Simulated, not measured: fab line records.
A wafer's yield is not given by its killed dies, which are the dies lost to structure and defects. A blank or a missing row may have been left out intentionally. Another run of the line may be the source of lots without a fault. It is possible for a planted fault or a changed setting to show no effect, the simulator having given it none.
fab line records	flow sky130	part 1 of 2: steps 1 to 30 of 40
[record] lots = 5	wafers = 15	last-day = 50
route steps=708 shown VIA1@463 METAL2@483
lots that met no fault: taken from a fault-free run of the same line
start-h: start of the lot's first displayed wafer, in hours after the record's first day	wait-h: hours elapsed since this lot's preceding step	" identical to the entry in the row above	L1.1+2: several wafers, shown together as one row	- no value, or no start was given	* or withheld: withheld	< > ~ a bound
route shown NAME@n: names a module that has steps shown in the file, with the first one's number in the route	usual: mean/standard deviation taken from wafers without a fault	same: alike in all rows	chamber/n: place in a boat	sites: the reading at each site	_std_site: standard deviation of those values	_edge_site: mean of outer sites minus mean of inner sites	radius-mm: for every site, how far away it sits from the centre of the wafer	mask NAME#n: copy n	behind: the last tool/chamber to shape the wafer	hold: the reason the lot was held/the length of the hold in hours/how it ended	device: names the non-switching transistor (n, p or np)	end of line: tests run on the same wafers once the route is complete	step lacking rows: just its recipe	killed: not the wafer's yield, but the dies lost to structure and defects at the first sort	map: shows each die of a wafer: x if killed, . if not, _ if none is there
set.NAME: the setting as run; set.NAME@STEP: as run at that earlier step	model.NAME: the simulator's own value behind a step, which no gauge read
a table for each step, a row for each wafer; lots at some steps of the route
services: the hour from which a tool's chamber was out of use, counted from the record's first day as start-h (under 0 if before that day), plus the number of hours and why
[[steps]]
[step SKY_VIA1_HMDS_05]
[recipe] prime-time-s = 60	prime-temp-c = 120
lot.wafer	tool	chamber	start-h	wait-h
L076.1+3+6	litho-track-02	0	799.54	0.1
L077.3+4+6	litho-track-01	0	814.80	0.1
L079.3+4+6	litho-track-02	0	835.04	0.1
L094.3+4+5	litho-track-03	0	938.66	0.1
L096.2+5+6	litho-track-03	0	945.33	0.1
[step SKY_VIA1_COAT_06]
[recipe] resist = BARC	temp-c = withheld	time-s = withheld	spin-rpm = 3000	resist-thk-nm = 60
lot.wafer	tool	chamber	start-h	wait-h
L076.1+3+6	litho-track-02	0	799.69	0.1
L077.3+4+6	litho-track-01	0	814.95	0.1
L079.3+4+6	litho-track-02	0	835.19	0.1
L094.3+4+5	litho-track-03	0	938.81	0.1
L096.2+5+6	litho-track-03	0	945.48	0.1
[step SKY_VIA1_COAT_07]
[recipe] resist = KrF-thick	spin-rpm = 3000	resist-thk-nm = 450
lot.wafer	tool	chamber	start-h	wait-h
L076.1+3+6	litho-track-02	0	-	-
L077.3+4+6	litho-track-01	0	-	-
L079.3+4+6	litho-track-02	0	-	-
L094.3+4+5	litho-track-03	0	-	-
L096.2+5+6	litho-track-03	0	-	-
[step SKY_VIA1_SOFTBAKE_08]
[recipe] temp-c = 99.53	time-s = 90	resist = KrF-thick
lot.wafer	tool	chamber	start-h	wait-h
L076.1+3+6	litho-track-02	0	-	-
L077.3+4+6	litho-track-01	0	-	-
L079.3+4+6	litho-track-02	0	-	-
L094.3+4+5	litho-track-03	0	-	-
L096.2+5+6	litho-track-03	0	-	-
[step SKY_VIA1_EXPOSE_09]
[recipe] mask-id = VIM	na = 0.8	source-shape = annular	sigma-inner = 0.55	sigma-outer = 0.85	target-cd-nm = 150	dose-mj = 38
[usual] focus-offset-nm = 0.1/0.57
lot.wafer	tool	chamber	start-h	wait-h	mask	focus-offset-nm
L076.1	krf-scanner-01	0	-	-	VIM#0	-0.3
L076.3	"	0	"	"	VIM#0	0.0
L076.6	"	0	"	"	VIM#0	0.7
L077.3	krf-scanner-02	0	-	-	VIM#0	0.2
L077.4	"	0	"	"	VIM#0	0.1
L077.6	"	0	"	"	VIM#0	-0.5
L079.3	krf-scanner-02	0	-	-	VIM#0	0.1
L079.4	"	0	"	"	VIM#0	-0.2
L079.6	"	0	"	"	VIM#0	-0.8
L094.3	krf-scanner-01	0	-	-	VIM#0	-0.3
L094.4	"	0	"	"	VIM#0	-0.4
L094.5	"	0	"	"	VIM#0	0.1
L096.2	krf-scanner-01	0	-	-	VIM#0	0.4
L096.5	"	0	"	"	VIM#0	-0.3
L096.6	"	0	"	"	VIM#0	-0.1
[step SKY_VIA1_PEB_10]
[recipe] peb-temp-c = withheld	peb-time-s = withheld	resist = KrF-thick
lot.wafer	tool	chamber	start-h	wait-h
L076.1+3+6	litho-track-02	0	-	-
L077.3+4+6	litho-track-02	0	-	-
L079.3+4+6	litho-track-03	0	-	-
L094.3+4+5	litho-track-01	0	-	-
L096.2+5+6	litho-track-02	0	-	-
[step SKY_VIA1_DEVELOP_11]
[recipe] develop-time-s = 60	resist = KrF-thick	dev-temp-c = 21
lot.wafer	tool	chamber	start-h	wait-h
L076.1+3+6	litho-track-02	0	-	-
L077.3+4+6	litho-track-02	0	-	-
L079.3+4+6	litho-track-03	0	-	-
L094.3+4+5	litho-track-01	0	-	-
L096.2+5+6	litho-track-02	0	-	-
[step SKY_VIA1_CD_MEAS_12]
[recipe] target-cd-nm = 150
[usual] cd-nm = 150.4/1.7
lot.wafer	tool	chamber	start-h	wait-h	cd-nm
L076.1	cd-sem-01	-	813.54	-	149.6
L076.3	"	-	"	"	149.2
L076.6	"	-	"	"	149.2
L077.3	cd-sem-01	-	828.43	-	150.3
L077.4	"	-	"	"	148.5
L077.6	"	-	"	"	150.0
L079.3	cd-sem-01	-	848.65	-	151.7
L079.4	"	-	"	"	150.7
L079.6	"	-	"	"	151.8
L094.3	cd-sem-01	-	951.39	-	151.2
L094.4	"	-	"	"	149.9
L094.5	"	-	"	"	151.8
L096.2	cd-sem-02	-	958.36	-	150.6
L096.5	"	-	"	"	151.5
L096.6	"	-	"	"	151.1
[step SKY_VIA1_OVL_MEAS_13]
[usual] VIA1_OVL = 2/5
lot.wafer	tool	chamber	start-h	wait-h	VIA1_OVL[nm]
L076.1	overlay-01	-	813.66	0.1	5
L076.3	"	-	"	"	7
L076.6	"	-	"	"	7
L077.3	overlay-02	-	828.52	0.1	2
L077.4	"	-	"	"	3
L077.6	"	-	"	"	0
L079.3	overlay-01	-	848.74	0.1	2
L079.4	"	-	"	"	1
L079.6	"	-	"	"	-4
L094.3	overlay-01	-	951.49	0.1	0
L094.4	"	-	"	"	-5
L094.5	"	-	"	"	-4
L096.2	overlay-02	-	958.47	0.1	-1
L096.5	"	-	"	"	2
L096.6	"	-	"	"	0
[step SKY_VIA1_ETCH_14]
[recipe] chemistry = N2/H2	target = BARC	ion-energy-ev = 200	source-w = 500	bias-w = 100	pressure-mtorr = 30	n2-flow-sccm = 100	h2-flow-sccm = 200	stop-on = SiO2	time-s = 45.9	target-depth-a = 600
[usual] drypump-motor-current-A = 5.9/0.52	oes-product-au = 0.854/0.0047	throttle-valve-pct = 13.226/0.0087
lot.wafer	tool	chamber	start-h	wait-h	drypump-motor-current-A	oes-product-au	rf-hours-counter-h	throttle-valve-pct
L076.1	rie-diel-04	3	813.70	0.0	6.0	0.845	14	13.232
L076.3	"	0	"	"	4.8	0.854	6	13.226
L076.6	"	1	"	"	6.3	0.856	-	13.227
L077.3	rie-diel-03	0	828.55	0.0	6.1	0.865	11	13.232
L077.4	"	2	"	"	6.2	0.850	-	13.225
L077.6	"	0	"	"	6.1	0.852	-	13.229
L079.3	rie-diel-03	2	848.76	0.0	6.3	0.858	8	13.222
L079.4	"	0	"	"	6.1	0.866	-	13.231
L079.6	"	1	"	"	5.8	0.855	-	13.222
L094.3	rie-diel-02	2	951.51	0.0	6.1	0.858	11	13.225
L094.4	"	1	"	"	5.8	0.855	5	13.218
L094.5	"	0	"	"	6.3	0.851	-	13.236
L096.2	rie-diel-04	0	958.50	0.0	4.8	0.857	10	13.228
L096.5	"	0	"	"	4.8	0.857	-	13.236
L096.6	"	1	"	"	6.3	0.860	-	13.227
[step SKY_VIA1_ETCH_15]
[recipe] target = SiO2	chemistry = C4F8/O2/Ar	target-depth-nm = 351	stop-on = TiN	mask-material = KrF-thick	source-w = 1500	bias-w = 1200	pressure-mtorr = 40	c4f8-flow-sccm = withheld	O2_flow_sccm = 6	Ar_flow_sccm = 300	time-s = 54
[usual] oes-product-au = 0.982/0.0054
lot.wafer	tool	chamber	start-h	wait-h	oes-product-au	rf-hours-counter-h
L076.1	rie-diel-04	3	813.74	0.0	0.988	14
L076.3	"	0	"	"	0.976	6
L076.6	"	1	"	"	0.985	-
L077.3	rie-diel-03	0	828.59	0.0	0.976	12
L077.4	"	2	"	"	0.983	-
L077.6	"	0	"	"	0.973	-
L079.3	rie-diel-03	2	848.81	0.0	0.985	8
L079.4	"	0	"	"	0.982	-
L079.6	"	1	"	"	0.974	-
L094.3	rie-diel-02	2	951.55	0.0	0.984	11
L094.4	"	1	"	"	0.975	5
L094.5	"	0	"	"	0.978	-
L096.2	rie-diel-04	0	958.54	0.0	0.990	10
L096.5	"	0	"	"	0.983	-
L096.6	"	1	"	"	0.985	-
[step SKY_VIA1_STRIP_16]
[recipe] chemistry = O2/N2	power-w = 1400	pressure-mtorr = 1500	platen-temp-c = withheld	o2-flow-sccm = 3000	n2-flow-sccm = 300	overash-fraction = 0.5
[usual] drypump-motor-current-A = 5.9/0.47	oes-product-au = 0.416/0.0049	strip-time-to-endpoint-s = 4.445/0.025
lot.wafer	tool	chamber	start-h	wait-h	drypump-motor-current-A	oes-product-au	rf-hours-counter-h	strip-time-to-endpoint-s
L076.1	plasma-asher-01	1	813.79	0.0	5.9	0.419	96	4.453
L076.3	"	1	"	"	5.9	0.416	-	4.453
L076.6	"	0	"	"	6.2	0.415	-	4.461
L077.3	plasma-asher-04	0	828.67	0.1	6.1	0.418	-	4.508
L077.4	"	1	"	"	6.2	0.422	-	4.448
L077.6	"	0	"	"	6.1	0.411	-	4.483
L079.3	plasma-asher-04	0	848.89	0.1	6.1	0.413	-	4.460
L079.4	"	1	"	"	6.3	0.407	-	4.490
L079.6	"	0	"	"	6.0	0.416	-	4.492
L094.3	plasma-asher-04	0	951.63	0.1	6.1	0.417	-	4.417
L094.4	"	1	"	"	6.2	0.415	-	4.474
L094.5	"	1	"	"	6.2	0.422	-	4.418
L096.2	plasma-asher-02	0	958.59	0.0	6.3	0.411	81	4.465
L096.5	"	1	"	"	5.2	0.420	-	4.454
L096.6	"	0	"	"	6.4	0.408	-	4.442
[step SKY_VIA1_STRIP_17]
[recipe] chemistry = post-etch-residue-remover	time-s = 1200	temp-c = 72.5
lot.wafer	tool	chamber	start-h	wait-h
L076.1+3+6	wet-bench-04	3	813.89	0.1
L077.3+4+6	wet-bench-04	1	828.74	0.0
L079.3+4+6	wet-bench-01	1	848.95	0.0
L094.3+4+5	wet-bench-02	1	951.70	0.0
L096.2+5+6	wet-bench-04	2	958.69	0.1
[step SKY_VIA1_CLEAN_18]
[recipe] chemistry = IPA	time-s = 180	temp-c = 25
lot.wafer	tool	chamber	start-h	wait-h
L076.1+3+6	wet-bench-02	2	814.23	0.0
L077.3+4+6	wet-bench-01	2	829.11	0.0
L079.3+4+6	wet-bench-04	3	849.30	0.0
L094.3+4+5	wet-bench-01	0	952.04	0.0
L096.2+5+6	wet-bench-02	0	959.03	0.0
[step SKY_VIA1_CLEAN_19]
[recipe] chemistry = O3/DIW	dry = n2-spin
lot.wafer	tool	chamber	start-h	wait-h
L076.1+3+6	wet-bench-04	3	814.29	0.0
L077.3+4+6	wet-bench-04	0	829.17	0.0
L079.3+4+6	wet-bench-01	2	849.35	0.0
L094.3+4+5	wet-bench-04	3	952.10	0.0
L096.2+5+6	wet-bench-04	3	959.09	0.0
[step SKY_VIA1_SPUTTER_20]
[recipe] material = TiN	target-thk-nm = 20	chamber-pressure-pa = 5	power-w = 4000	time-s = 80
[usual] throttle-valve-pct = 29.7/1.2
lot.wafer	tool	chamber	start-h	wait-h	throttle-valve-pct
L076.1	pvd-sputter-04	-	814.38	0.0	29.8
L076.3	"	-	"	"	30.5
L076.6	"	-	"	"	29.8
L077.3	pvd-sputter-01	-	829.27	0.0	29.8
L077.4	"	-	"	"	30.5
L077.6	"	-	"	"	29.8
L079.3	pvd-sputter-01	-	849.45	0.0	30.1
L079.4	"	-	"	"	29.6
L079.6	"	-	"	"	30.0
L094.3	pvd-sputter-02	-	952.19	0.0	29.3
L094.4	"	-	"	"	27.3
L094.5	"	-	"	"	27.5
L096.2	pvd-sputter-02	-	959.19	0.0	30.0
L096.5	"	-	"	"	31.5
L096.6	"	-	"	"	29.3
[step SKY_VIA1_CVD_21]
[recipe] material = W	target-thk-nm = 270	time-s = 80.902	temp-c = 400	pressure-torr = 40
[usual] heater-power-w = 909/71
lot.wafer	tool	chamber	start-h	wait-h	heater-power-w
L076.1	cvd-w-02	0	814.44	0.0	811
L076.3	"	1	"	"	915
L076.6	"	0	"	"	793
L077.3	cvd-w-01	0	829.37	0.1	991
L077.4	"	1	"	"	995
L077.6	"	0	"	"	966
L079.3	cvd-w-02	0	849.54	0.1	784
L079.4	"	1	"	"	922
L079.6	"	0	"	"	820
L094.3	cvd-w-01	1	952.28	0.1	955
L094.4	"	0	"	"	938
L094.5	"	0	"	"	947
L096.2	cvd-w-02	1	959.25	0.0	893
L096.5	"	0	"	"	814
L096.6	"	1	"	"	922
[step SKY_VIA1_RS_MEAS_22]
[recipe] thk-meas-gauge = four-point-probe	reads = W_of_VIA1_CVD_21+TiN_of_VIA1_SPUTTER_20
[usual] VIA1_W_RS = 0.429/0.007
lot.wafer	tool	chamber	start-h	wait-h	VIA1_W_RS[ohm/sq]
L076.1	film-metro-01	-	814.53	0.1	0.430
L076.3	"	-	"	"	0.434
L076.6	"	-	"	"	0.425
L077.3	film-metro-01	-	829.47	0.1	0.429
L077.4	"	-	"	"	0.419
L077.6	"	-	"	"	0.437
L079.3	film-metro-04	-	849.64	0.1	0.426
L079.4	"	-	"	"	0.435
L079.6	"	-	"	"	0.430
L094.3	film-metro-03	-	952.38	0.1	0.413
L094.4	"	-	"	"	0.428
L094.5	"	-	"	"	0.431
L096.2	film-metro-03	-	959.36	0.1	0.435
L096.5	"	-	"	"	0.432
L096.6	"	-	"	"	0.436
[step SKY_VIA1_THK_MEAS_23]
[recipe] thk-meas-gauge = xrf	reads = W_of_VIA1_CVD_21
[usual] VIA1_W_THK = 267/4.5
lot.wafer	tool	chamber	start-h	wait-h	VIA1_W_THK[nm]
L076.1	film-metro-01	-	814.65	0.1	268
L076.3	"	-	"	"	265
L076.6	"	-	"	"	269
L077.3	film-metro-01	-	829.57	0.1	269
L077.4	"	-	"	"	276
L077.6	"	-	"	"	263
L079.3	film-metro-04	-	849.74	0.1	272
L079.4	"	-	"	"	267
L079.6	"	-	"	"	268
L094.3	film-metro-03	-	952.48	0.1	277
L094.4	"	-	"	"	266
L094.5	"	-	"	"	264
L096.2	film-metro-03	-	959.47	0.1	261
L096.5	"	-	"	"	265
L096.6	"	-	"	"	262
[step SKY_VIA1_CMP_24]
[recipe] stop-on = SiO2	t-overpolish-s = 15	down-force-psi = 3.5	platen-rpm = 60	target-thk-nm = 0	pad-velocity-m-s = 0.94248
[usual] motor-current-A = 10.5/1.1	overpolish-run-s = 15.000/0.0097	time-to-endpoint-s = 66/3.5
lot.wafer	tool	chamber	start-h	wait-h	motor-current-A	overpolish-run-s	time-to-endpoint-s
L076.1	cmp-02	0	814.76	0.1	11.2	14.994	62
L076.3	"	1	"	"	11.0	14.990	65
L076.6	"	0	"	"	11.0	15.003	63
L077.4	cmp-01	0	829.61	0.0	11.5	14.989	72
L077.3	"	3	"	"	8.6	14.985	72
L077.6	"	1	"	"	9.6	14.991	69
L079.4	cmp-01	3	849.78	0.0	9.2	15.007	66
L079.3	"	0	"	"	11.6	14.999	66
L079.6	"	3	"	"	8.8	14.993	64
L094.4	cmp-02	2	952.57	0.1	12.1	15.000	63
L094.3	"	0	"	"	10.8	15.008	71
L094.5	"	3	"	"	11.1	14.994	66
L096.2	cmp-01	2	959.62	0.1	9.8	14.990	65
L096.5	"	0	"	"	11.2	15.011	70
L096.6	"	1	"	"	9.4	15.001	66
[step SKY_METAL2_SPUTTER_00]
[recipe] material = Ti	target-thk-nm = 15	power-w = 3000	time-s = 10	chamber-pressure-pa = 0.4
[usual] throttle-valve-pct = 29.9/1.2
lot.wafer	tool	chamber	start-h	wait-h	throttle-valve-pct
L076.1	pvd-sputter-02	-	815.01	0.2	31.7
L076.3	"	-	"	"	27.3
L076.6	"	-	"	"	27.3
L077.3	pvd-sputter-02	-	829.91	0.1	29.3
L077.4	"	-	"	"	31.3
L077.6	"	-	"	"	29.4
L079.3	pvd-sputter-03	-	850.08	0.2	30.0
L079.4	"	-	"	"	28.5
L079.6	"	-	"	"	31.4
L094.3	pvd-sputter-04	-	952.87	0.1	29.7
L094.4	"	-	"	"	30.5
L094.5	"	-	"	"	30.5
L096.2	pvd-sputter-02	-	959.82	0.1	27.1
L096.5	"	-	"	"	29.9
L096.6	"	-	"	"	31.5
[step SKY_METAL2_SPUTTER_01]
[recipe] material = TiN	target-thk-nm = 20	power-w = 6500	time-s = 16.7	chamber-pressure-pa = 0.4
[usual] throttle-valve-pct = 29.9/1.2
lot.wafer	tool	chamber	start-h	wait-h	throttle-valve-pct
L076.1	pvd-sputter-02	-	815.03	0.0	31.3
L076.3	"	-	"	"	27.3
L076.6	"	-	"	"	27.7
L077.3	pvd-sputter-02	-	829.94	0.0	29.2
L077.4	"	-	"	"	31.5
L077.6	"	-	"	"	29.0
L079.3	pvd-sputter-03	-	850.10	0.0	29.9
L079.4	"	-	"	"	28.6
L079.6	"	-	"	"	31.6
L094.3	pvd-sputter-04	-	952.89	0.0	29.8
L094.4	"	-	"	"	30.2
L094.5	"	-	"	"	30.5
L096.2	pvd-sputter-02	-	959.84	0.0	27.3
L096.5	"	-	"	"	30.0
L096.6	"	-	"	"	31.4
[step SKY_METAL2_SPUTTER_02]
[recipe] material = AlCu	target-thk-nm = 250	power-w = 10600	time-s = 13.3	chamber-pressure-pa = 0.4
[usual] throttle-valve-pct = 29.9/1.2
lot.wafer	tool	chamber	start-h	wait-h	throttle-valve-pct
L076.1	pvd-sputter-02	-	815.06	0.0	31.7
L076.3	"	-	"	"	27.4
L076.6	"	-	"	"	27.2
L077.3	pvd-sputter-02	-	829.96	0.0	29.2
L077.4	"	-	"	"	31.7
L077.6	"	-	"	"	29.2
L079.3	pvd-sputter-03	-	850.13	0.0	29.7
L079.4	"	-	"	"	28.6
L079.6	"	-	"	"	31.2
L094.3	pvd-sputter-04	-	952.91	0.0	30.1
L094.4	"	-	"	"	30.6
L094.5	"	-	"	"	30.8
L096.2	pvd-sputter-02	-	959.87	0.0	27.1
L096.5	"	-	"	"	29.8
L096.6	"	-	"	"	31.6
[step SKY_METAL2_SPUTTER_03]
[recipe] material = Ti	target-thk-nm = 5	power-w = 3000	time-s = 3.3	chamber-pressure-pa = 0.4
[usual] throttle-valve-pct = 29.9/1.2
lot.wafer	tool	chamber	start-h	wait-h	throttle-valve-pct
L076.1	pvd-sputter-02	-	815.08	0.0	31.6
L076.3	"	-	"	"	27.3
L076.6	"	-	"	"	27.2
L077.3	pvd-sputter-02	-	829.99	0.0	29.2
L077.4	"	-	"	"	31.7
L077.6	"	-	"	"	29.1
L079.3	pvd-sputter-03	-	850.15	0.0	30.0
L079.4	"	-	"	"	28.7
L079.6	"	-	"	"	31.6
L094.3	pvd-sputter-04	-	952.94	0.0	29.7
L094.4	"	-	"	"	30.3
L094.5	"	-	"	"	30.3
L096.2	pvd-sputter-02	-	959.89	0.0	27.3
L096.5	"	-	"	"	30.0
L096.6	"	-	"	"	31.4
[step SKY_METAL2_SPUTTER_04]
[recipe] material = TiN	target-thk-nm = 70	power-w = 6500	time-s = 58.3	chamber-pressure-pa = 0.4
[usual] throttle-valve-pct = 29.9/1.2
lot.wafer	tool	chamber	start-h	wait-h	throttle-valve-pct
L076.1	pvd-sputter-02	-	815.10	0.0	31.7
L076.3	"	-	"	"	27.3
L076.6	"	-	"	"	27.3
L077.3	pvd-sputter-02	-	830.00	0.0	29.5
L077.4	"	-	"	"	31.4
L077.6	"	-	"	"	29.3
L079.3	pvd-sputter-03	-	850.17	0.0	29.8
L079.4	"	-	"	"	28.6
L079.6	"	-	"	"	31.4
L094.3	pvd-sputter-04	-	952.96	0.0	29.8
L094.4	"	-	"	"	30.4
L094.5	"	-	"	"	30.5
L096.2	pvd-sputter-02	-	959.91	0.0	27.2
L096.5	"	-	"	"	30.3
L096.6	"	-	"	"	31.4
[step SKY_METAL2_RS_MEAS_05]
[recipe] thk-meas-gauge = four-point-probe	reads = TiN_of_METAL2_SPUTTER_04+Ti_of_METAL2_SPUTTER_03+AlCu_of_METAL2_SPUTTER_02+TiN_of_METAL2_SPUTTER_01+Ti_of_METAL2_SPUTTER_00
[usual] METAL2_ALCU_RS = 0.1268/0.0016
lot.wafer	tool	chamber	start-h	wait-h	METAL2_ALCU_RS[ohm/sq]
L076.1	film-metro-03	-	815.15	0.0	0.1272
L076.3	"	-	"	"	0.1289
L076.6	"	-	"	"	0.1288
L077.3	film-metro-03	-	830.09	0.1	0.1281
L077.4	"	-	"	"	0.1268
L077.6	"	-	"	"	0.1284
L079.3	film-metro-02	-	850.26	0.1	0.1316
L079.4	"	-	"	"	0.1302
L079.6	"	-	"	"	0.1297
L094.3	film-metro-03	-	953.05	0.1	0.1248
L094.4	"	-	"	"	0.1258
L094.5	"	-	"	"	0.1254
L096.2	film-metro-03	-	959.98	0.0	0.1279
L096.5	"	-	"	"	0.1271
L096.6	"	-	"	"	0.1275
[step SKY_METAL2_THK_MEAS_06]
[recipe] thk-meas-gauge = xrf	reads = AlCu_of_METAL2_SPUTTER_02
[usual] METAL2_ALCU_THK = 246/3.4
lot.wafer	tool	chamber	start-h	wait-h	METAL2_ALCU_THK[nm]
L076.1	film-metro-03	-	815.27	0.1	243
L076.3	"	-	"	"	241
L076.6	"	-	"	"	242
L077.3	film-metro-03	-	830.19	0.1	246
L077.4	"	-	"	"	246
L077.6	"	-	"	"	245
L079.3	film-metro-02	-	850.36	0.1	238
L079.4	"	-	"	"	237
L079.6	"	-	"	"	240
L094.3	film-metro-03	-	953.15	0.1	251
L094.4	"	-	"	"	247
L094.5	"	-	"	"	249
L096.2	film-metro-03	-	960.09	0.1	244
L096.5	"	-	"	"	249
L096.6	"	-	"	"	244
[step SKY_METAL2_DEHYDRATE_07]
[recipe] temp-c = 200	time-s = 60
lot.wafer	tool	chamber	start-h	wait-h
L076.1+3+6	litho-track-01	0	827.70	12.4
L077.3+4+6	litho-track-04	0	842.90	12.7
L079.3+4+6	litho-track-01	0	863.00	12.6
L094.3+4+5	litho-track-02	0	964.69	11.5
L096.2+5+6	litho-track-01	0	971.23	11.1
[step SKY_METAL2_HMDS_08]
[recipe] prime-time-s = 60	prime-temp-c = 120
lot.wafer	tool	chamber	start-h	wait-h
L076.1+3+6	litho-track-01	0	827.85	0.1
L077.3+4+6	litho-track-04	0	843.05	0.1
L079.3+4+6	litho-track-01	0	863.15	0.1
L094.3+4+5	litho-track-02	0	964.84	0.1
L096.2+5+6	litho-track-01	0	971.38	0.1
[step SKY_METAL2_COAT_09]
[recipe] resist = BARC	temp-c = withheld	time-s = withheld	spin-rpm = 3000	resist-thk-nm = 60
lot.wafer	tool	chamber	start-h	wait-h
L076.1+3+6	litho-track-01	0	828.00	0.1
L077.3+4+6	litho-track-04	0	843.20	0.1
L079.3+4+6	litho-track-01	0	863.30	0.1
L094.3+4+5	litho-track-02	0	964.99	0.1
L096.2+5+6	litho-track-01	0	971.53	0.1
